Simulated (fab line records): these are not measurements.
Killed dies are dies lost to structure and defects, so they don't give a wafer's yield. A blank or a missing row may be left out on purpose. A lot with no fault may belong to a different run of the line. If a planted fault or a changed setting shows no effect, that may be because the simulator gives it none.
One fault through the eyes of 2 desks | flow gf180mcu | each desk has only its own numbers; what lay behind them comes last

DESK OF THE TOOL OWNER: pvd sputter-03
The tool's own readings at GF_V2_SPUTTER_21 (material Ti, target thk 15 nm, time 80.02 s): means of the sampled wafers that have a number, for each lot that ran on this tool. The brackets show how far a lot's mean lies from the usual mean; more than 4 standard deviations puts the lot out of limits, marked OUT.
Columns: A = cathode dc power W at GF_V2_SPUTTER_21, usual 2500.0 W; B = throttle valve pct at GF_V2_SPUTTER_21, usual 30.6 %
lot  | first seen here | A                        | B
L328 | day 22 06:03    | 2500.0                   | 30.9
L332 | day 24 05:21    | 2365.1 (-99 or more) OUT | 30.8
This desk finds L332 out of limits, L332 being first, at day 24 05:21 (cathode dc power W at GF_V2_SPUTTER_21). L328: within limits.

METROLOGY DESK
Means of the sampled wafers that have a number, per lot and without regard to the tool the lot ran on: this is what the gauges read. The brackets show how far a lot's mean lies from the usual mean; more than 4 standard deviations puts the lot out of limits, marked OUT.
Columns: A = cd nm at GF_V2_CD_MEAS_14, usual 260.1 nm; B = V2_OVL at GF_V2_OVL_MEAS_15, usual 0 nm
lot  | first seen here | A     | B
L325 | day 20 12:18    | 260.3 | 6
L328 | day 22 05:16    | 260.4 | -7
L332 | day 24 04:30    | 258.9 | -7
L339 | day 26 00:16    | 260.6 | 4
L343 | day 27 00:31    | 261.3 | 5
This desk's verdict: no lot among the 5 shows anything out of limits.

ALL TOGETHER
An alarm could have come from the tool owner's desk at day 24 05:21, on L332.
From the metrology desk's view, nothing was out of limits.
The metrology desk holds a record of L332, inside its limits.
Every lot named ran GF_V2_SPUTTER_21 on pvd sputter-03.

WHAT THE SIMULATOR HAD PUT IN
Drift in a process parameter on pvd sputter-03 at GF_V2_SPUTTER_21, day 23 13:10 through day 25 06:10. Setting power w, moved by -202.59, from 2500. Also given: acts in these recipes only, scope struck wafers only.
Shown lots that were struck: L332.
How many hours passed from the start of the fault until each desk's first out-of-limits reading: the tool owner's desk, 16.
